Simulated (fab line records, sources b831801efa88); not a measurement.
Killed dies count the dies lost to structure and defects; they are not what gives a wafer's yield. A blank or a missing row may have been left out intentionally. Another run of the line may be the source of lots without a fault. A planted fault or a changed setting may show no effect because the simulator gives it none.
fab line records	flow gf180mcu
[record] lots = 13	wafers = 39	last_day = 34
route steps=602 shown MVSD@76 VT_IMPLANT@131 POLY_GATE@175 HV_LDD@183
lots that met no fault: taken from a fault-free run of the same line
start_h: the number of hours between the record's first day and the start of the first shown wafer of the lot	wait_h: time in hours since the lot's previous step	" unchanged from the row above	L1.1+2: a single row standing in for several wafers	- either no value or no given start	* or withheld: withheld	< > ~ a bound
route shown NAME@n: names a module that has steps shown in the file, with the first one's number in the route	usual: average and standard deviation across the fault-free wafers	same: alike in all rows	chamber/n: place in a boat	sites: readings site by site	_std_site: how widely they spread, as a standard deviation	_edge_site: outer sites' mean less inner sites'	radius_mm: for every site, how far away it sits from the centre of the wafer	mask NAME#n: copy n	behind: the tool/chamber that last shaped the wafer	hold: what put the lot on hold/how long, in hours/how the hold closed	device: the n, p or np transistor that did not switch	end of line: the same wafers' tests at the end of the route	a step with no rows: only its recipe	killed: not the wafer's yield, but the dies lost to structure and defects at the first sort	map: a wafer's dies, x killed, . not, _ none there
set.NAME: the setting the step ran with; set.NAME@STEP: the setting that earlier step ran with	model.NAME: the simulator's own value behind a step, which no gauge read
one table for each step of the route and one row for each wafer, over a sample of lots
services: the hour from which a tool's chamber was out of use, counted from the record's first day as start_h (under 0 if before that day), plus the number of hours and why
[[steps]]
[step GF_MVSD_STRIP_10]
[recipe] chemistry = O2/N2	power_w = 1400	pressure_mtorr = 1500	platen_temp_c = 250	o2_flow_sccm = 3000	n2_flow_sccm = 300	overash_fraction = 0.5
[usual] drypump_motor_current_A = 5.7/0.49	heater_power_w = 354/28	oes_product_au = 0.722/0.0046	strip_time_to_endpoint_s = 36.53/0.099
lot.wafer	tool	chamber	start_h	wait_h	drypump_motor_current_A	heater_power_w	oes_product_au	rf_hours_counter_h	strip_time_to_endpoint_s
L269.1	plasma_asher-01	1	82.76	0.1	6.3	335	0.731	30	36.49
L269.4	"	1	"	"	6.2	336	0.722	-	36.46
L269.5	"	0	"	"	6.6	348	0.726	-	36.47
L272.2	plasma_asher-01	1	102.56	0.1	6.3	339	0.726	32	36.39
L272.4	"	0	"	"	6.6	357	0.725	-	36.31
L272.5	"	0	"	"	6.6	355	0.720	-	36.48
L274.3	plasma_asher-02	1	111.09	0.1	5.9	397	0.723	-	36.42
L274.4	"	0	"	"	5.0	341	0.729	-	36.31
L274.5	"	1	"	"	5.9	402	0.721	-	36.40
L275.1	plasma_asher-02	1	115.56	0.1	5.9	388	0.721	47	36.68
L275.5	"	1	"	"	5.9	402	0.728	-	36.58
L275.6	"	0	"	"	5.0	344	0.721	-	36.63
L278.1	plasma_asher-02	0	133.16	0.1	5.0	335	0.724	49	36.53
L278.2	"	1	"	"	5.9	400	0.725	49	36.59
L278.4	"	1	"	"	5.9	392	0.724	-	36.57
L279.1	plasma_asher-02	0	141.66	0.1	5.0	343	0.723	50	36.46
L279.2	"	1	"	"	5.9	407	0.722	50	36.47
L279.6	"	0	"	"	5.0	340	0.717	-	36.55
L280.4	plasma_asher-02	1	144.44	0.1	5.9	399	0.721	-	36.38
L280.5	"	0	"	"	5.0	336	0.711	-	36.43
L280.6	"	1	"	"	5.9	386	0.709	-	36.45
L282.1	plasma_asher-03	1	155.86	0.1	5.6	318	0.728	4	36.58
L282.4	"	0	"	"	5.7	349	0.712	-	36.48
L282.5	"	1	"	"	5.6	322	0.724	-	36.51
L286.1	plasma_asher-02	0	185.20	0.1	5.0	339	0.723	54	36.55
L286.5	"	0	"	"	5.0	340	0.723	-	36.51
L286.6	"	1	"	"	5.9	402	0.721	-	36.50
L288.1	plasma_asher-03	1	196.41	0.1	5.6	316	0.717	6	36.59
L288.4	"	1	"	"	5.7	317	0.725	-	36.52
L288.6	"	1	"	"	5.6	317	0.722	-	36.50
L290.1	plasma_asher-02	0	207.01	0.1	5.0	347	0.721	57	36.66
L290.3	"	0	"	"	5.0	343	0.711	-	36.76
L290.4	"	1	"	"	5.9	401	0.720	-	36.72
L291.1	plasma_asher-03	0	219.95	0.1	5.7	350	0.722	8	36.49
L291.2	"	1	"	"	5.6	318	0.732	8	36.45
L291.4	"	1	"	"	5.7	323	0.722	-	36.58
L292.2	plasma_asher-02	0	221.31	0.1	5.0	341	0.718	58	36.54
L292.5	"	1	"	"	5.9	398	0.724	-	36.60
L292.6	"	0	"	"	5.0	343	0.717	-	36.58
[step GF_VT_IMPLANT_IMPLANT_41]
[recipe] species = As	energy_kev = 70	dose_cm2 = 1.013e+12	tilt_deg = 7
[usual] beam_energy_keV = 70.006/0.023	dose_ions_cm2 = 1.0131e+12/1.2e+09
lot.wafer	tool	chamber	start_h	wait_h	beam_energy_keV	dose_ions_cm2
L269.1	implanter-02	0	156.61	0.0	69.957	1.0135e+12
L269.4	"	0	"	"	70.005	1.0128e+12
L269.5	"	0	"	"	69.983	1.0135e+12
L272.2	implanter-02	0	178.03	0.0	69.987	1.0144e+12
L272.4	"	0	"	"	70.014	1.0112e+12
L272.5	"	0	"	"	70.020	1.0121e+12
L274.3	implanter-04	0	189.46	0.1	69.984	1.0134e+12
L274.4	"	0	"	"	70.025	1.013e+12
L274.5	"	0	"	"	70.025	1.0119e+12
L275.1	implanter-04	0	194.46	0.0	70.002	1.0127e+12
L275.5	"	0	"	"	70.014	1.0133e+12
L275.6	"	0	"	"	69.991	1.0136e+12
L278.1	implanter-04	0	218.76	0.0	70.001	1.0148e+12
L278.2	"	0	"	"	70.008	1.0149e+12
L278.4	"	0	"	"	70.007	1.0149e+12
L279.1	implanter-03	0	223.71	0.0	62.830	1.0136e+12
L279.2	"	0	"	"	62.834	1.0137e+12
L279.6	"	0	"	"	62.844	1.0137e+12
L280.4	implanter-02	0	225.22	0.1	70.029	1.0126e+12
L280.5	"	0	"	"	70.047	1.0145e+12
L280.6	"	0	"	"	70.066	1.0138e+12
L282.1	implanter-03	0	240.56	0.0	62.883	1.0132e+12
L282.4	"	0	"	"	62.864	1.0117e+12
L282.5	"	0	"	"	62.850	1.0114e+12
L286.1	implanter-04	0	277.16	0.0	70.043	1.0142e+12
L286.5	"	0	"	"	70.017	1.0128e+12
L286.6	"	0	"	"	70.016	1.0123e+12
L288.1	implanter-03	0	299.06	0.0	70.023	1.015e+12
L288.4	"	0	"	"	70.031	1.0137e+12
L288.6	"	0	"	"	70.025	1.0136e+12
L290.1	implanter-03	0	301.25	0.0	70.038	1.0134e+12
L290.3	"	0	"	"	70.012	1.0145e+12
L290.4	"	0	"	"	70.034	1.0135e+12
L291.1	implanter-02	0	315.85	0.0	70.006	1.0123e+12
L291.2	"	0	"	"	69.980	1.0119e+12
L291.4	"	0	"	"	70.004	1.0144e+12
L292.2	implanter-03	0	318.28	0.0	70.014	1.0116e+12
L292.5	"	0	"	"	69.979	1.0109e+12
L292.6	"	0	"	"	69.993	1.0128e+12
[step GF_VT_IMPLANT_TW_MEAS_43]
[usual] VT_IMPLANT_4_TW = 699/3.6
lot.wafer	tool	chamber	start_h	wait_h	VT_IMPLANT_4_TW
L269.1	film_metro-03	-	156.86	0.1	699
L269.4	"	-	"	"	701
L269.5	"	-	"	"	701
L272.2	film_metro-01	-	178.31	0.1	699
L272.4	"	-	"	"	700
L272.5	"	-	"	"	700
L274.3	film_metro-02	-	189.72	0.1	700
L274.4	"	-	"	"	700
L274.5	"	-	"	"	701
L275.1	film_metro-02	-	194.71	0.1	700
L275.5	"	-	"	"	699
L275.6	"	-	"	"	705
L278.1	film_metro-03	-	219.01	0.1	696
L278.2	"	-	"	"	693
L278.4	"	-	"	"	694
L279.1	film_metro-03	-	223.96	0.1	673
L279.2	"	-	"	"	677
L279.6	"	-	"	"	678
L280.4	film_metro-02	-	225.43	0.1	707
L280.5	"	-	"	"	703
L280.6	"	-	"	"	703
L282.1	film_metro-02	-	240.81	0.1	685
L282.4	"	-	"	"	682
L282.5	"	-	"	"	681
L286.1	film_metro-01	-	277.41	0.1	697
L286.5	"	-	"	"	698
L286.6	"	-	"	"	698
L288.1	film_metro-01	-	299.31	0.1	704
L288.4	"	-	"	"	698
L288.6	"	-	"	"	699
L290.1	film_metro-02	-	301.50	0.1	697
L290.3	"	-	"	"	698
L290.4	"	-	"	"	695
L291.1	film_metro-03	-	316.10	0.1	695
L291.2	"	-	"	"	699
L291.4	"	-	"	"	698
L292.2	film_metro-01	-	318.52	0.1	695
L292.5	"	-	"	"	692
L292.6	"	-	"	"	692
[step GF_POLY_GATE_CD_MEAS_18]
[usual] cd_nm = 280.2/2.1
lot.wafer	tool	chamber	start_h	wait_h	cd_nm
L269.1	cd_sem-01	-	198.49	0.1	278.5
L269.4	"	-	"	"	284.1
L269.5	"	-	"	"	282.1
L272.2	cd_sem-02	-	219.07	0.1	277.2
L272.4	"	-	"	"	279.8
L272.5	"	-	"	"	279.1
L274.3	cd_sem-02	-	231.61	0.1	278.1
L274.4	"	-	"	"	278.7
L274.5	"	-	"	"	277.7
L275.1	cd_sem-01	-	243.54	0.1	284.7
L275.5	"	-	"	"	286.6
L275.6	"	-	"	"	282.8
L278.1	cd_sem-02	-	263.85	0.1	279.6
L278.2	"	-	"	"	277.8
L278.4	"	-	"	"	277.9
L279.1	cd_sem-02	-	270.84	0.1	278.7
L279.2	"	-	"	"	279.6
L279.6	"	-	"	"	280.8
L280.4	cd_sem-01	-	271.04	0.1	281.5
L280.5	"	-	"	"	279.8
L280.6	"	-	"	"	279.6
L282.1	cd_sem-02	-	288.58	0.1	283.9
L282.4	"	-	"	"	281.7
L282.5	"	-	"	"	282.5
L286.1	cd_sem-01	-	327.85	0.1	281.2
L286.5	"	-	"	"	282.3
L286.6	"	-	"	"	281.6
L288.1	cd_sem-01	-	349.19	0.1	281.0
L288.4	"	-	"	"	281.8
L288.6	"	-	"	"	281.0
L290.1	cd_sem-01	-	355.75	0.1	279.4
L290.3	"	-	"	"	278.9
L290.4	"	-	"	"	281.5
L291.1	cd_sem-01	-	367.77	0.1	278.6
L291.2	"	-	"	"	283.2
L291.4	"	-	"	"	283.3
L292.2	cd_sem-01	-	370.17	0.1	281.3
L292.5	"	-	"	"	282.5
L292.6	"	-	"	"	281.6
[step GF_HV_LDD_CD_MEAS_07]
[recipe] target_cd_nm = 400
[usual] cd_nm = 399.6/2.3
lot.wafer	tool	chamber	start_h	wait_h	cd_nm
L269.1	cd_sem-01	-	218.42	0.1	398.7
L269.4	"	-	"	"	401.9
L269.5	"	-	"	"	400.5
L272.2	cd_sem-01	-	237.18	0.1	400.6
L272.4	"	-	"	"	403.4
L272.5	"	-	"	"	399.7
L274.3	cd_sem-02	-	249.46	0.1	398.2
L274.4	"	-	"	"	401.1
L274.5	"	-	"	"	401.3
L275.1	cd_sem-02	-	262.07	0.1	401.2
L275.5	"	-	"	"	399.8
L275.6	"	-	"	"	400.9
L278.1	cd_sem-02	-	283.89	0.1	401.3
L278.2	"	-	"	"	401.2
L278.4	"	-	"	"	396.9
L279.1	cd_sem-02	-	290.02	0.1	401.6
L279.2	"	-	"	"	401.6
L279.6	"	-	"	"	403.5
L280.4	cd_sem-01	-	290.43	0.1	400.5
L280.5	"	-	"	"	400.0
L280.6	"	-	"	"	399.8
L282.1	cd_sem-02	-	309.02	0.1	398.4
L282.4	"	-	"	"	398.5
L282.5	"	-	"	"	400.2
L286.1	cd_sem-02	-	349.32	0.1	400.8
L286.5	"	-	"	"	400.4
L286.6	"	-	"	"	400.1
L288.1	cd_sem-01	-	371.41	0.1	397.0
L288.4	"	-	"	"	398.1
L288.6	"	-	"	"	397.4
L290.1	cd_sem-02	-	377.82	0.1	395.9
L290.3	"	-	"	"	397.6
L290.4	"	-	"	"	397.5
L291.1	cd_sem-01	-	389.47	0.1	398.7
L291.2	"	-	"	"	397.0
L291.4	"	-	"	"	400.4
L292.2	cd_sem-02	-	393.24	0.1	398.6
L292.5	"	-	"	"	395.0
L292.6	"	-	"	"	395.6
[[services]]
tool	chamber	start_h	hours	kind
plasma_asher-03	-	92.80	4.1	repair
plasma_asher-03	-	93.08	7.8	repair
implanter-02	-	93.57	24.0	repair
plasma_asher-03	-	108.79	9.0	pm
plasma_asher-03	0	108.79	9.0	vent_cycle
plasma_asher-03	1	108.79	9.0	vent_cycle
implanter-03	-	110.24	1.1	repair
plasma_asher-03	0	117.79	-	clean
plasma_asher-03	1	117.79	-	clean
implanter-03	-	147.81	0.8	repair
plasma_asher-03	-	172.20	14.6	pm
implanter-04	-	172.26	17.1	pm
implanter-03	-	200.26	0.6	repair
implanter-03	-	242.32	2.6	repair
implanter-04	-	247.52	0.8	repair
plasma_asher-01	-	250.46	2.8	pm
implanter-03	-	253.98	5.6	pm
plasma_asher-01	-	281.07	15.6	pm
plasma_asher-03	-	281.59	3.2	repair
implanter-04	-	287.84	2.7	repair
plasma_asher-01	-	308.23	0.4	repair
implanter-02	-	310.48	2.4	repair
[[key]]
[first_sign] step = GF_VT_IMPLANT_IMPLANT_41	reading = beam_energy_keV	direction = down	sigmas = 99+	usual = 70.006	struck = 62.851
[effect] step = GF_VT_IMPLANT_TW_MEAS_43	reading = VT_IMPLANT_4_TW	direction = down	sigmas = 5.3	usual = 699	struck = 679
met_at GF_VT_IMPLANT_IMPLANT_41
struck_lots L279,L282
tester_left_out L279,L282
not_acting_at GF_MVSD_STRIP_10,GF_POLY_GATE_CD_MEAS_18,GF_HV_LDD_CD_MEAS_07
[fault] kind = process_parameter_drift	tool = implanter-03	chamber = -	onset_h = 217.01	steps = GF_VT_IMPLANT_IMPLANT_41	channel = energy_kev	offset = -7.1454	shape = step	end_h = 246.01	acts_in = these_recipes_only	stated = 70
// tester_left_out: of these lots the tester's yield and bins aren't shown, on N5 and GAA mostly nor the transistor test; their killed dies are dies lost to structure and defects alone, not to doping, threshold or leakage, so they don't give the yield
